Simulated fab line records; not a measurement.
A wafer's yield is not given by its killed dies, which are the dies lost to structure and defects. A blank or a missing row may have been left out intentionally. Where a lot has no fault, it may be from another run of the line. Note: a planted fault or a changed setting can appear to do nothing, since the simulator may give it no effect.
fab line records	flow sky130
[record] lots = 14	wafers = 42	last_day = 49
route steps=708 shown VT_ADJUST_NCORE@127 VT_ADJUST_HVTR@139 POLY_GATE@223 PAD_OPEN@708
lots that met no fault: taken from a fault-free run of the same line
start_h: start of the lot's first displayed wafer, in hours after the record's first day	wait_h: hours since the lot's step before	" repeats the value in the row above	L1.1+2: a single row standing in for several wafers	- value missing, or start not given	* or withheld: withheld	< > ~ a bound
route shown NAME@n: names a module that has steps shown in the file, with the first one's number in the route	usual: the fault-free wafers' mean and standard deviation	same: alike in all rows	chamber/n: place in a boat	sites: each site's reading	_std_site: standard deviation of those values	_edge_site: inner sites' mean taken away from outer sites' mean	radius_mm: how far each site lies from the wafer's centre	mask NAME#n: copy n	behind: the last tool/chamber to shape the wafer	hold: what put the lot on hold/how long, in hours/how the hold closed	device: names the non-switching transistor (n, p or np)	end of line: the same wafers' tests at the end of the route	a step without rows: its recipe alone	killed: not the wafer's yield, but the dies lost to structure and defects at the first sort	map: a wafer's dies, marking killed ones x, the rest . and places with no die _
set.NAME: the setting as run; set.NAME@STEP: as run at that earlier step	model.NAME: the simulator's own value behind a step, which no gauge read
a sample of lots followed through the steps of the route, with each step as a table and each wafer as a row
services: a tool's chamber out of use, with start hour (start_h, from the record's first day; less than 0 if before it), hours out, and reason
[[steps]]
[step SKY_VT_ADJUST_NCORE_OVL_MEAS_08]
[usual] VT_ADJUST_NCORE_OVL = 0.6/1.4
lot.wafer	tool	chamber	start_h	wait_h	VT_ADJUST_NCORE_OVL[nm]
L389.1	overlay-02	-	176.38	0.1	-0.6
L389.5	"	-	"	"	0.6
L389.6	"	-	"	"	0.4
L390.1	overlay-02	-	182.37	0.1	1.9
L390.2	"	-	"	"	0.9
L390.5	"	-	"	"	2.5
L391.1	overlay-02	-	196.53	0.1	-0.4
L391.2	"	-	"	"	0.9
L391.4	"	-	"	"	-0.2
L393.3	overlay-01	-	205.05	0.1	0.8
L393.4	"	-	"	"	-2.0
L393.6	"	-	"	"	0.9
L394.2	overlay-01	-	217.55	0.1	1.3
L394.4	"	-	"	"	2.5
L394.5	"	-	"	"	0.7
L397.3	overlay-01	-	234.19	0.1	0.5
L397.4	"	-	"	"	2.6
L397.5	"	-	"	"	1.6
L398.4	overlay-01	-	245.05	0.1	-0.4
L398.5	"	-	"	"	-1.1
L398.6	"	-	"	"	0.6
L400.1	overlay-01	-	253.58	0.1	2.2
L400.3	"	-	"	"	2.6
L400.5	"	-	"	"	2.9
L402.2	overlay-02	-	275.79	0.1	-0.5
L402.5	"	-	"	"	0.8
L402.6	"	-	"	"	-0.1
L403.1	overlay-01	-	279.57	0.1	-1.2
L403.2	"	-	"	"	-0.5
L403.5	"	-	"	"	0.6
L405.3	overlay-01	-	296.44	0.1	1.8
L405.4	"	-	"	"	0.9
L405.6	"	-	"	"	1.0
L406.1	overlay-02	-	319.58	0.1	-1.0
L406.3	"	-	"	"	-2.1
L406.4	"	-	"	"	0.6
L408.1	overlay-02	-	322.92	0.1	0.8
L408.2	"	-	"	"	2.2
L408.3	"	-	"	"	2.3
L410.2	overlay-01	-	329.54	0.1	3.1
L410.3	"	-	"	"	1.1
L410.5	"	-	"	"	0.8
[step SKY_VT_ADJUST_HVTR_OVL_MEAS_08]
[usual] VT_ADJUST_HVTR_OVL = -0.1/1.3
lot.wafer	tool	chamber	start_h	wait_h	VT_ADJUST_HVTR_OVL[nm]
L389.1	overlay-01	-	197.63	0.1	1.7
L389.5	"	-	"	"	0.2
L389.6	"	-	"	"	1.2
L390.1	overlay-01	-	203.78	0.1	2.0
L390.2	"	-	"	"	1.1
L390.5	"	-	"	"	0.2
L391.1	overlay-02	-	218.62	0.1	-1.3
L391.2	"	-	"	"	-2.6
L391.4	"	-	"	"	-0.9
L393.3	overlay-01	-	226.60	0.1	2.1
L393.4	"	-	"	"	-0.4
L393.6	"	-	"	"	-0.5
L394.2	overlay-02	-	240.19	0.1	1.9
L394.4	"	-	"	"	2.8
L394.5	"	-	"	"	-0.7
L397.3	overlay-02	-	257.54	0.1	-0.1
L397.4	"	-	"	"	2.2
L397.5	"	-	"	"	0.6
L398.4	overlay-02	-	268.70	0.1	-0.4
L398.5	"	-	"	"	-2.2
L398.6	"	-	"	"	-0.1
L400.1	overlay-02	-	277.93	0.1	-1.6
L400.3	"	-	"	"	-1.5
L400.5	"	-	"	"	-1.5
L402.2	overlay-02	-	301.18	0.1	-0.2
L402.5	"	-	"	"	0.4
L402.6	"	-	"	"	-1.0
L403.1	overlay-02	-	305.38	0.1	1.0
L403.2	"	-	"	"	2.0
L403.5	"	-	"	"	0.9
L405.3	overlay-02	-	322.09	0.1	0.7
L405.4	"	-	"	"	-0.1
L405.6	"	-	"	"	0.0
L406.1	overlay-01	-	347.08	0.1	0.6
L406.3	"	-	"	"	0.2
L406.4	"	-	"	"	-1.0
L408.1	overlay-02	-	350.07	0.1	0.0
L408.2	"	-	"	"	-0.5
L408.3	"	-	"	"	-3.0
L410.2	overlay-01	-	355.58	0.1	0.2
L410.3	"	-	"	"	-0.6
L410.5	"	-	"	"	0.6
[step SKY_POLY_GATE_SOFTBAKE_09]
[recipe] temp_c = 100	time_s = 90	resist = KrF-thick
[usual] heater_power_total_W = 57.37/0.11	plate_temp_C = 99.98/0.12
lot.wafer	tool	chamber	start_h	wait_h	heater_power_total_W	plate_temp_C
L389.1	litho_track-04	0	350	-	57.44	99.91
L389.5	"	0	"	"	57.34	99.91
L389.6	"	0	"	"	57.21	99.92
L390.1	litho_track-01	0	357	-	57.49	99.90
L390.2	"	0	"	"	57.16	99.91
L390.5	"	0	"	"	57.23	99.91
L391.1	litho_track-01	0	374	-	57.36	100.07
L391.2	"	0	"	"	57.39	100.16
L391.4	"	0	"	"	57.49	100.03
L393.3	litho_track-03	0	382	-	57.34	100.12
L393.4	"	0	383	-	57.47	99.96
L393.6	"	0	"	"	57.38	100.21
L394.2	litho_track-03	0	399	-	57.17	100.05
L394.4	"	0	"	"	57.24	100.13
L394.5	"	0	"	"	57.25	100.03
L397.3	litho_track-01	0	420	-	57.37	99.96
L397.4	"	0	"	"	57.36	99.99
L397.5	"	0	"	"	57.48	99.96
L398.4	litho_track-04	0	435	-	57.24	99.79
L398.5	"	0	"	"	57.61	99.85
L398.6	"	0	"	"	57.56	99.90
L400.1	litho_track-01	0	444	-	57.49	100.19
L400.3	"	0	"	"	57.29	100.09
L400.5	"	0	"	"	57.26	100.19
L402.2	litho_track-04	0	471	-	57.23	100.07
L402.5	"	0	"	"	57.20	99.86
L402.6	"	0	"	"	57.41	99.97
L403.1	litho_track-03	0	479	-	57.33	99.86
L403.2	"	0	"	"	57.52	100.07
L403.5	"	0	"	"	57.47	100.13
L405.3	litho_track-04	0	533	-	57.25	99.88
L405.4	"	0	"	"	57.28	99.91
L405.6	"	0	"	"	57.51	100.00
L406.1	litho_track-04	0	534	-	57.95	100.45
L406.3	"	0	"	"	57.71	100.69
L406.4	"	0	"	"	57.80	100.71
L408.1	litho_track-03	0	534	-	57.52	100.23
L408.2	"	0	"	"	57.32	100.22
L408.3	"	0	"	"	57.53	99.97
L410.2	litho_track-04	0	536	-	57.89	100.87
L410.3	"	0	"	"	57.95	100.56
L410.5	"	0	"	"	57.94	100.67
[step SKY_POLY_GATE_OVL_MEAS_14]
[usual] POLY_GATE_OVL = 3/4.9
lot.wafer	tool	chamber	start_h	wait_h	POLY_GATE_OVL[nm]
L389.1	overlay-02	-	365.47	0.1	10
L389.5	"	-	"	"	5
L389.6	"	-	"	"	0
L390.1	overlay-01	-	371.97	0.1	-2
L390.2	"	-	"	"	7
L390.5	"	-	"	"	-2
L391.1	overlay-01	-	390.12	0.1	5
L391.2	"	-	"	"	3
L391.4	"	-	"	"	-3
L393.3	overlay-01	-	397.79	0.1	4
L393.4	"	-	"	"	5
L393.6	"	-	"	"	5
L394.2	overlay-02	-	415.48	0.1	5
L394.4	"	-	"	"	6
L394.5	"	-	"	"	6
L397.3	overlay-02	-	434.34	0.1	4
L397.4	"	-	"	"	6
L397.5	"	-	"	"	10
L398.4	overlay-01	-	451.59	0.1	9
L398.5	"	-	"	"	7
L398.6	"	-	"	"	13
L400.1	overlay-02	-	459.48	0.1	8
L400.3	"	-	"	"	11
L400.5	"	-	"	"	4
L402.2	overlay-02	-	486.38	0.1	1
L402.5	"	-	"	"	9
L402.6	"	-	"	"	1
L403.1	overlay-01	-	494.44	0.1	3
L403.2	"	-	"	"	2
L403.5	"	-	"	"	9
L405.3	overlay-02	-	548.79	0.1	-2
L405.4	"	-	"	"	-5
L405.6	"	-	"	"	-1
L406.1	overlay-01	-	549.57	0.1	6
L406.3	"	-	"	"	9
L406.4	"	-	"	"	15
L408.1	overlay-01	-	549.92	0.1	-3
L408.2	"	-	"	"	0
L408.3	"	-	"	"	2
L410.2	overlay-01	-	551.53	0.1	7
L410.3	"	-	"	"	3
L410.5	"	-	"	"	6
[step SKY_PAD_OPEN_PROBE_99]
[usual] killed_at_M0_to_M3 = 42/6.3	killed_at_M4_up = 3.2/1.9	killed_at_contacts = 24/5.8	killed_at_front_end = 15/4.3	killed_at_other = 0.2/0.62	killed_dies = 85/9.3	killed_open = 46/6.8	killed_short = 38/6.1
[same] gross_dies = 492	killed_at_back_side = 0
lot.wafer	tool	chamber	start_h	wait_h	killed_at_M0_to_M3	killed_at_M4_up	killed_at_contacts	killed_at_front_end	killed_at_other	killed_dies	killed_open	killed_short
L389.1	prober-02	-	1064.27	0.1	37	9	42	13	0	101	43	58
L389.5	prober-02	-	1064.47	0.2	48	1	20	13	0	82	53	29
L389.6	prober-02	-	1064.52	0.2	33	2	21	20	0	76	33	43
L390.1	prober-01	-	1070.92	0.1	53	4	25	11	0	93	51	42
L390.2	prober-01	-	1070.97	0.1	48	5	30	6	0	89	45	44
L390.5	prober-01	-	1071.12	0.2	49	2	17	24	0	92	45	46
L391.1	prober-02	-	1081.55	0.1	42	7	30	12	0	91	41	50
L391.2	prober-02	-	1081.60	0.1	40	4	26	14	0	84	42	42
L391.4	prober-02	-	1081.70	0.2	43	5	25	16	0	89	46	43
L393.3	prober-02	-	1092.92	0.2	36	3	18	18	0	75	37	38
L393.4	prober-02	-	1092.97	0.2	30	1	20	14	0	65	32	33
L393.6	prober-02	-	1093.07	0.2	43	1	23	16	0	83	52	31
L394.2	prober-01	-	1096.96	0.1	48	3	20	19	0	90	52	37
L394.4	prober-01	-	1097.06	0.2	38	2	19	14	0	73	33	40
L394.5	prober-01	-	1097.11	0.2	36	3	22	16	0	77	32	44
L397.3	prober-02	-	1112.96	0.2	44	3	31	18	0	96	56	40
L397.4	prober-02	-	1113.01	0.2	58	3	18	16	0	95	41	53
L397.5	prober-02	-	1113.06	0.2	37	4	25	17	0	83	43	39
L398.4	prober-01	-	1121.08	0.2	38	1	16	11	1	67	45	22
L398.5	prober-01	-	1121.13	0.2	42	0	28	18	0	88	55	33
L398.6	prober-01	-	1121.18	0.2	44	6	31	20	0	101	54	47
L400.1	prober-01	-	1127.94	0.1	35	4	30	16	0	85	47	36
L400.3	prober-01	-	1128.04	0.2	49	2	26	14	1	92	50	41
L400.5	prober-01	-	1128.14	0.2	26	2	28	14	0	70	40	30
L402.2	prober-01	-	1146.43	0.1	49	2	22	13	0	86	48	38
L402.5	prober-01	-	1146.58	0.2	42	3	22	22	0	89	46	43
L402.6	prober-01	-	1146.63	0.2	39	4	20	14	0	77	42	35
L403.1	prober-02	-	1148.54	0.1	46	4	15	13	0	78	42	36
L403.2	prober-02	-	1148.59	0.1	40	8	19	13	0	80	45	35
L403.5	prober-02	-	1148.74	0.2	38	3	20	11	0	72	39	33
L405.3	prober-02	-	1178.80	0.2	39	4	19	13	0	75	37	37
L405.4	prober-02	-	1178.85	0.2	38	4	25	9	0	76	41	35
L405.6	prober-02	-	1178.95	0.2	50	3	26	14	0	93	52	40
L408.1	prober-02	-	1182.22	0.1	41	3	23	12	0	79	39	40
L408.2	prober-02	-	1182.27	0.1	39	4	19	21	0	83	45	38
L408.3	prober-02	-	1182.32	0.2	39	7	27	20	1	94	48	46
L406.1	prober-01	-	1184.41	0.1	39	2	23	12	0	76	46	30
L406.3	prober-01	-	1184.51	0.2	50	3	28	8	0	89	49	40
L406.4	prober-01	-	1184.56	0.2	40	5	33	13	0	91	55	35
L410.2	prober-01	-	1185.96	0.1	50	7	16	8	0	81	40	39
L410.3	prober-01	-	1186.01	0.2	38	4	24	14	0	80	42	38
L410.5	prober-01	-	1186.11	0.2	44	2	21	14	0	81	37	44
// killed by level:class
L389.1 LOCAL_INTERCONNECT:geometric_particle:short=12 CONTACT:geometric_particle:open=12 LI_CONTACT:geometric_particle:open=8 METAL4:geometric_particle:short=8 FIELD_ISO:geometric_particle:short=6 VIA1:geometric_particle:open=6 METAL1:geometric_particle:short=6 CONTACT:geometric_particle:short=6
L389.5 VIA1:geometric_particle:open=18 LI_CONTACT:geometric_particle:open=8 CONTACT:geometric_particle:open=8 VIA1:geometric_particle:short=7 VIA3:geometric_particle:open=5 POLY_GATE:geometric_particle:open=4 METAL1:geometric_particle:short=4 VIA2:geometric_particle:short=4
L389.6 FIELD_ISO:geometric_particle:short=8 VIA1:geometric_particle:open=8 LOCAL_INTERCONNECT:geometric_particle:short=7 LI_CONTACT:geometric_particle:open=6 FIELD_ISO:geometric_particle:open=5 METAL2:geometric_particle:short=5 VIA2:geometric_particle:short=5 POLY_GATE:geometric_particle:short=4
L390.1 METAL2:geometric_particle:short=11 VIA2:geometric_particle:open=11 LI_CONTACT:geometric_particle:open=8 CONTACT:geometric_particle:open=7 VIA3:geometric_particle:open=6 CONTACT:geometric_particle:short=5 VIA1:geometric_particle:open=5 POLY_GATE:geometric_particle:open=4
L390.2 VIA1:geometric_particle:open=12 METAL2:geometric_particle:short=8 VIA3:geometric_particle:open=8 CONTACT:geometric_particle:short=7 CONTACT:geometric_particle:open=7 LI_CONTACT:geometric_particle:open=6 VIA1:geometric_particle:short=6 VIA2:geometric_particle:open=6
L390.5 VIA1:geometric_particle:open=11 FIELD_ISO:geometric_particle:short=9 VIA2:geometric_particle:open=7 METAL2:geometric_particle:short=6 VIA3:geometric_particle:open=6 POLY_GATE:geometric_particle:open=5 CONTACT:geometric_particle:short=5 CONTACT:geometric_particle:open=5
L391.1 VIA1:geometric_particle:open=10 CONTACT:geometric_particle:short=8 CONTACT:geometric_particle:open=7 METAL4:geometric_particle:short=7 LI_CONTACT:geometric_particle:open=6 METAL1:geometric_particle:short=6 METAL2:geometric_particle:short=5 LI_CONTACT:geometric_particle:short=4
L391.2 VIA1:geometric_particle:open=9 CONTACT:geometric_particle:open=8 LI_CONTACT:geometric_particle:open=7 METAL1:geometric_particle:short=7 FIELD_ISO:geometric_particle:short=5 METAL2:geometric_particle:short=5 VIA2:geometric_particle:short=5 LOCAL_INTERCONNECT:geometric_particle:short=4
L391.4 VIA1:geometric_particle:open=12 VIA3:geometric_particle:open=8 LI_CONTACT:geometric_particle:open=7 FIELD_ISO:geometric_particle:short=6 CONTACT:geometric_particle:short=6 METAL2:geometric_particle:short=6 LOCAL_INTERCONNECT:geometric_particle:short=5 FIELD_ISO:geometric_particle:open=4
L393.3 VIA1:geometric_particle:open=9 POLY_GATE:geometric_particle:short=6 LI_CONTACT:geometric_particle:open=6 METAL1:geometric_particle:short=6 CONTACT:geometric_particle:open=5 METAL2:geometric_particle:short=5 FIELD_ISO:geometric_particle:open=4 POLY_GATE:geometric_particle:open=4
L393.4 VIA1:geometric_particle:open=10 LI_CONTACT:geometric_particle:open=6 POLY_GATE:geometric_particle:short=4 POLY_GATE:geometric_particle:open=4 LI_CONTACT:geometric_particle:short=4 CONTACT:geometric_particle:open=4 METAL1:geometric_particle:short=4 METAL2:geometric_particle:short=4
L393.6 CONTACT:geometric_particle:open=11 VIA1:geometric_particle:open=11 VIA3:geometric_particle:open=8 METAL1:geometric_particle:short=7 FIELD_ISO:geometric_particle:open=5 LI_CONTACT:geometric_particle:open=5 CONTACT:geometric_particle:short=5 FIELD_ISO:geometric_particle:short=4
L394.2 VIA1:geometric_particle:open=9 VIA2:geometric_particle:open=8 CONTACT:geometric_particle:open=7 METAL2:geometric_particle:short=7 VIA3:geometric_particle:open=6 POLY_GATE:geometric_particle:open=5 LI_CONTACT:geometric_particle:short=5 LI_CONTACT:geometric_particle:open=5
L394.4 VIA2:geometric_particle:open=7 VIA1:geometric_particle:open=6 CONTACT:geometric_particle:open=6 VIA2:geometric_particle:short=5 FIELD_ISO:geometric_particle:short=4 POLY_GATE:geometric_particle:short=4 LI_CONTACT:geometric_particle:open=4 LOCAL_INTERCONNECT:geometric_particle:short=4
L394.5 LI_CONTACT:geometric_particle:open=6 VIA2:geometric_particle:open=6 POLY_GATE:geometric_particle:short=5 POLY_GATE:geometric_particle:open=5 VIA1:geometric_particle:short=5 CONTACT:geometric_particle:short=5 METAL1:geometric_particle:short=5 CONTACT:geometric_particle:open=4
L397.3 CONTACT:geometric_particle:open=10 VIA1:geometric_particle:open=10 VIA3:geometric_particle:open=8 LI_CONTACT:geometric_particle:open=7 CONTACT:geometric_particle:short=6 VIA2:geometric_particle:open=6 LOCAL_INTERCONNECT:geometric_particle:short=5 FIELD_ISO:geometric_particle:open=4
L397.4 VIA1:geometric_particle:open=10 VIA3:geometric_particle:open=9 METAL2:geometric_particle:short=9 METAL1:geometric_particle:short=8 VIA2:geometric_particle:open=8 FIELD_ISO:geometric_particle:short=5 POLY_GATE:geometric_particle:short=5 CONTACT:geometric_particle:short=5
L397.5 VIA3:geometric_particle:open=11 FIELD_ISO:geometric_particle:short=9 CONTACT:geometric_particle:open=9 VIA1:geometric_particle:open=9 CONTACT:geometric_particle:short=7 VIA1:geometric_particle:short=5 METAL2:geometric_particle:short=5 FIELD_ISO:geometric_particle:open=4
L398.4 VIA1:geometric_particle:open=11 CONTACT:geometric_particle:open=7 VIA3:geometric_particle:open=7 METAL1:geometric_particle:short=5 FIELD_ISO:geometric_particle:open=3 FIELD_ISO:geometric_particle:short=3 LOCAL_INTERCONNECT:geometric_particle:short=3 METAL1:geometric_particle:open=3
L398.5 VIA1:geometric_particle:open=13 CONTACT:geometric_particle:open=11 LI_CONTACT:geometric_particle:open=8 FIELD_ISO:geometric_particle:short=7 VIA2:geometric_particle:open=7 METAL1:geometric_particle:short=4 CONTACT:geometric_particle:short=4 METAL2:geometric_particle:open=4
L398.6 CONTACT:geometric_particle:open=13 LI_CONTACT:geometric_particle:open=12 VIA1:geometric_particle:short=8 FIELD_ISO:geometric_particle:short=7 VIA2:geometric_particle:open=6 METAL1:geometric_particle:short=6 FIELD_ISO:geometric_particle:open=5 METAL2:geometric_particle:short=5
L400.1 VIA1:geometric_particle:open=11 CONTACT:geometric_particle:open=10 LI_CONTACT:geometric_particle:open=8 LI_CONTACT:geometric_particle:short=6 METAL1:geometric_particle:short=5 VIA3:geometric_particle:open=5 FIELD_ISO:geometric_particle:open=4 FIELD_ISO:geometric_particle:short=4
L400.3 CONTACT:geometric_particle:open=11 VIA1:geometric_particle:open=11 LI_CONTACT:geometric_particle:open=9 METAL2:geometric_particle:short=8 METAL1:geometric_particle:short=7 FIELD_ISO:geometric_particle:short=6 CONTACT:geometric_particle:short=6 VIA2:geometric_particle:open=5
L400.5 CONTACT:geometric_particle:open=15 FIELD_ISO:geometric_particle:short=8 LI_CONTACT:geometric_particle:open=5 FIELD_ISO:geometric_particle:open=4 LI_CONTACT:geometric_particle:short=4 VIA2:geometric_particle:open=4 METAL2:geometric_particle:short=4 VIA3:geometric_particle:open=4
L402.2 CONTACT:geometric_particle:open=11 VIA1:geometric_particle:open=10 VIA1:geometric_particle:short=9 VIA2:geometric_particle:open=9 LI_CONTACT:geometric_particle:open=5 METAL1:geometric_particle:short=5 VIA3:geometric_particle:open=5 POLY_GATE:geometric_particle:open=4
L402.5 FIELD_ISO:geometric_particle:short=11 VIA1:geometric_particle:open=11 VIA3:geometric_particle:open=8 VIA2:geometric_particle:open=7 LOCAL_INTERCONNECT:geometric_particle:short=6 LI_CONTACT:geometric_particle:open=5 CONTACT:geometric_particle:open=5 VIA1:geometric_particle:short=5
L402.6 VIA1:geometric_particle:open=14 CONTACT:geometric_particle:open=8 METAL1:geometric_particle:short=5 FIELD_ISO:geometric_particle:open=4 POLY_GATE:geometric_particle:open=4 LI_CONTACT:geometric_particle:short=4 CONTACT:geometric_particle:short=4 VIA1:geometric_particle:short=4
L403.1 VIA3:geometric_particle:open=8 VIA1:geometric_particle:open=7 METAL2:geometric_particle:short=7 METAL1:geometric_particle:short=6 VIA2:geometric_particle:open=6 LI_CONTACT:geometric_particle:open=5 FIELD_ISO:geometric_particle:open=4 CONTACT:geometric_particle:short=4
L403.2 VIA1:geometric_particle:open=14 LI_CONTACT:geometric_particle:open=7 METAL4:geometric_particle:short=6 CONTACT:geometric_particle:open=5 METAL3:geometric_particle:short=5 POLY_GATE:geometric_particle:open=4 VIA1:geometric_particle:short=4 VIA3:geometric_particle:open=4
L403.5 CONTACT:geometric_particle:open=10 VIA3:geometric_particle:open=9 VIA1:geometric_particle:open=7 METAL2:geometric_particle:short=5 VIA1:geometric_particle:short=4 LOCAL_INTERCONNECT:geometric_particle:short=4 METAL1:geometric_particle:short=4 FIELD_ISO:geometric_particle:open=3
L405.3 CONTACT:geometric_particle:open=8 VIA2:geometric_particle:open=7 METAL1:geometric_particle:short=6 METAL2:geometric_particle:short=6 VIA1:geometric_particle:open=6 FIELD_ISO:geometric_particle:short=5 CONTACT:geometric_particle:short=4 VIA3:geometric_particle:open=4
L405.4 LI_CONTACT:geometric_particle:open=8 CONTACT:geometric_particle:open=7 CONTACT:geometric_particle:short=6 VIA1:geometric_particle:open=6 VIA2:geometric_particle:open=6 METAL1:geometric_particle:short=5 VIA3:geometric_particle:open=5 VIA3:geometric_particle:short=4
L405.6 VIA1:geometric_particle:open=14 CONTACT:geometric_particle:open=10 LOCAL_INTERCONNECT:geometric_particle:short=8 VIA2:geometric_particle:open=8 METAL2:geometric_particle:short=7 METAL1:geometric_particle:short=6 VIA1:geometric_particle:short=5 CONTACT:geometric_particle:short=4
L408.1 CONTACT:geometric_particle:open=10 METAL2:geometric_particle:short=7 METAL1:geometric_particle:short=7 VIA1:geometric_particle:short=6 VIA2:geometric_particle:open=6 VIA3:geometric_particle:open=5 POLY_GATE:geometric_particle:short=4 LI_CONTACT:geometric_particle:short=4
L408.2 METAL1:geometric_particle:short=12 VIA1:geometric_particle:open=10 POLY_GATE:geometric_particle:short=7 LI_CONTACT:geometric_particle:open=7 CONTACT:geometric_particle:open=7 VIA3:geometric_particle:open=7 POLY_GATE:geometric_particle:open=5 LOCAL_INTERCONNECT:geometric_particle:short=4
L408.3 METAL1:geometric_particle:short=8 LI_CONTACT:geometric_particle:open=7 VIA2:geometric_particle:open=7 VIA1:geometric_particle:open=7 POLY_GATE:geometric_particle:open=6 LI_CONTACT:geometric_particle:short=6 FIELD_ISO:geometric_particle:short=5 CONTACT:geometric_particle:short=5
L406.1 VIA1:geometric_particle:open=14 LI_CONTACT:geometric_particle:open=10 VIA3:geometric_particle:open=6 FIELD_ISO:geometric_particle:short=5 LI_CONTACT:geometric_particle:short=5 CONTACT:geometric_particle:open=5 METAL2:geometric_particle:short=5 METAL1:geometric_particle:open=4
L406.3 LI_CONTACT:geometric_particle:open=11 VIA1:geometric_particle:open=9 METAL2:geometric_particle:short=7 VIA3:geometric_particle:open=7 CONTACT:geometric_particle:short=5 VIA2:geometric_particle:open=5 VIA3:geometric_particle:short=5 CONTACT:geometric_particle:open=4
L406.4 VIA1:geometric_particle:open=13 CONTACT:geometric_particle:open=10 LI_CONTACT:geometric_particle:open=8 VIA3:geometric_particle:open=8 METAL2:geometric_particle:short=6 FIELD_ISO:geometric_particle:open=5 CONTACT:geometric_particle:short=5 POLY_GATE:geometric_particle:open=4
L410.2 VIA1:geometric_particle:open=12 METAL1:geometric_particle:short=7 VIA2:geometric_particle:open=7 CONTACT:geometric_particle:open=6 METAL2:geometric_particle:short=6 VIA3:geometric_particle:open=6 METAL4:geometric_particle:short=5 CONTACT:geometric_particle:short=4
L410.3 VIA1:geometric_particle:open=11 VIA3:geometric_particle:open=8 CONTACT:geometric_particle:open=7 LOCAL_INTERCONNECT:geometric_particle:short=6 LI_CONTACT:geometric_particle:short=5 METAL2:geometric_particle:short=5 FIELD_ISO:geometric_particle:open=4 POLY_GATE:geometric_particle:short=4
L410.5 VIA1:geometric_particle:open=11 METAL1:geometric_particle:short=8 LOCAL_INTERCONNECT:geometric_particle:short=7 VIA3:geometric_particle:open=7 FIELD_ISO:geometric_particle:short=6 LI_CONTACT:geometric_particle:short=5 METAL2:geometric_particle:short=5 VIA2:geometric_particle:open=4
[[services]]
tool	chamber	start_h	hours	kind
litho_track-01	-	487.03	-	consumable_replace:filter
[[key]]
[first_sign] step = SKY_POLY_GATE_SOFTBAKE_09	reading = plate_temp_C	direction = up	sigmas = 5.6	usual = *	struck = *
[effect] step = SKY_POLY_GATE_SOFTBAKE_09	reading = heater_power_total_W	direction = up	sigmas = 4.6	usual = *	struck = *
met_at SKY_POLY_GATE_SOFTBAKE_09
struck_lots L406,L410
tester_left_out L406,L410
not_acting_at SKY_VT_ADJUST_NCORE_OVL_MEAS_08,SKY_VT_ADJUST_HVTR_OVL_MEAS_08,SKY_POLY_GATE_OVL_MEAS_14
[fault] kind = process_parameter_drift	tool = litho_track-04	chamber = -	onset_h = 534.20	steps = SKY_POLY_GATE_SOFTBAKE_09	channel = temp_c	offset = *	shape = step	end_h = 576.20	acts_in = *	stated = *
// tester_left_out: of these lots the tester's yield and bins aren't shown, on N5 and GAA mostly nor the transistor test; their killed dies are dies lost to structure and defects alone, not to doping, threshold or leakage, so they don't give the yield
